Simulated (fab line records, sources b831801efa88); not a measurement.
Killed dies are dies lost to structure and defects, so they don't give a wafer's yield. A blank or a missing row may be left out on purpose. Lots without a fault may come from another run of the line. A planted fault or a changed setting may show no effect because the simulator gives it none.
A struck lot beside a sound one | flow sky130 | 24 steps out of a route of 708
Sound: wafers L210.2, L210.3, L210.5. Struck: wafer L214.4. (L214.1, L214.6 of the same lot were not struck and are left out.) The cause comes at the end.
At each step with rows: each side's tool, then ch and its chambers, then its first start. Under that, the readings that differ: sound wafers | struck wafers | difference of the means | sigmas: that difference in standard deviations of wafers without a fault.
alike: readings whose means differ by less than 2 such deviations, and words and numbers that are the same on both sides. not compared: withheld readings, readings that some wafer has no value for, bounds like >300 that may hide the same value, and numbers for which the record gives no deviation and whose values overlap.
The two part at a step that has a row with sigmas, a row that says differs or no value, or rows on one side only. Numbers that don't overlap but have no deviation are shown without sigmas and don't part them. A reading that every wafer of one side lacks parts them only if that side has two wafers or more.

first, 4 steps without rows for these wafers: SKY_METAL5_SOFTBAKE_10 (time 60 s); SKY_METAL5_EXPOSE_11 (exposes mask MM5, target cd 1600 nm); SKY_METAL5_PEB_12; SKY_METAL5_DEVELOP_13 (develop time 60 s).
SKY_METAL5_DESCUM_14: chemistry O2, time 11 s.
  sound on rie_metal-03 ch 0,1, day 46 13:28; struck on rie_metal-01 ch 0, day 47 17:19
  alike: drypump_motor_current_A, he_backside_leak_sccm, oes_product_au, temp_c
  not compared: rf_hours_counter_h
SKY_METAL5_METAL_ETCH_15: etches the open film in Cl2/BCl3, stops on SiO2, target depth 1260 nm, time 252 s.
  sound on rie_metal-03 ch 0,1, day 46 13:31; struck on rie_metal-01 ch 0, day 47 17:20
  alike: drypump_motor_current_A, he_backside_leak_sccm, oes_product_au, throttle_valve_pct
  not compared: rf_hours_counter_h
SKY_METAL5_STRIP_16: strips in O2/N2.
  sound on plasma_asher-02 ch 0,1, day 46 13:44; struck on plasma_asher-02 ch 1, day 47 17:35
  alike: drypump_motor_current_A, oes_product_au, strip_time_to_endpoint_s
  not compared: rf_hours_counter_h
then, 3 steps without rows for these wafers: SKY_METAL5_STRIP_17 (strips in post etch residue remover, time 1200 s); SKY_METAL5_CLEAN_18 (cleans in IPA, time 180 s); SKY_METAL5_CLEAN_19 (cleans in O3/DIW).
SKY_PASSIVATION_CVD_00: deposits SiO2, target thk 90 nm.
  sound on pecvd-02 ch 0,1, day 46 14:20; struck on pecvd-03 ch 0, day 47 18:19
  alike: heater_power_w
SKY_PASSIVATION_THK_MEAS_01:
  sound on film_metro-03, day 46 14:22; struck on film_metro-03, day 47 18:20
  reading                     | sound          | struck | difference | sigmas
  PASSIVATION_CVD_00_THK (nm) | 89.4 87.4 89.4 | 92.4   | +3.7       | +3
SKY_PASSIVATION_CVD_02: deposits Si3N4, target thk 540 nm.
  sound on pecvd-01 ch 0,1,2, day 46 14:25; struck on pecvd-02 ch 0, day 47 18:23
  alike: heater_power_w
SKY_PASSIVATION_THK_MEAS_03:
  sound on film_metro-01, day 46 14:39; struck on film_metro-02, day 47 18:37
  reading                     | sound       | struck | difference | sigmas
  PASSIVATION_CVD_02_THK (nm) | 533 528 533 | 472    | -59        | -8
then, 7 steps without rows for these wafers: SKY_PASSIVATION_DEHYDRATE_04 (time 60 s); SKY_PASSIVATION_HMDS_05 (prime time 60 s); SKY_PASSIVATION_COAT_06 (resist thk 3000 nm); SKY_PASSIVATION_SOFTBAKE_07; SKY_PASSIVATION_EXPOSE_08 (exposes mask NSM, target cd 3000 nm); SKY_PASSIVATION_PEB_09; SKY_PASSIVATION_DEVELOP_10 (develop time 60 s).
SKY_PASSIVATION_ETCH_11: etches the open film in CF4/O2, stops on AlCu, target depth 725 nm, time 161.1 s.
  sound on rie_diel-02 ch 0,2,3, day 47 11:22; struck on rie_diel-01 ch 3, day 48 13:20
  reading               | sound             | struck | difference | sigmas
  oes_product_au (a.u.) | 0.965 0.959 0.970 | 0.926  | -0.039     | -5
  alike: drypump_motor_current_A, throttle_valve_pct
  not compared: rf_hours_counter_h
SKY_PASSIVATION_STRIP_12: strips in O2/N2.
  sound on plasma_asher-02 ch 0,1, day 47 11:28; struck on plasma_asher-01 ch 1, day 48 13:26
  alike: drypump_motor_current_A, oes_product_au, strip_time_to_endpoint_s
  not compared: rf_hours_counter_h
then, 1 step without rows for these wafers: SKY_PAD_OPEN_PROBE_99.

WHERE THEY PART
First at SKY_PASSIVATION_THK_MEAS_01; last, within this record, at SKY_PASSIVATION_ETCH_11. Later steps at which nothing parts them and some readings are alike: SKY_PASSIVATION_STRIP_12.

WHY: what the simulator had put in
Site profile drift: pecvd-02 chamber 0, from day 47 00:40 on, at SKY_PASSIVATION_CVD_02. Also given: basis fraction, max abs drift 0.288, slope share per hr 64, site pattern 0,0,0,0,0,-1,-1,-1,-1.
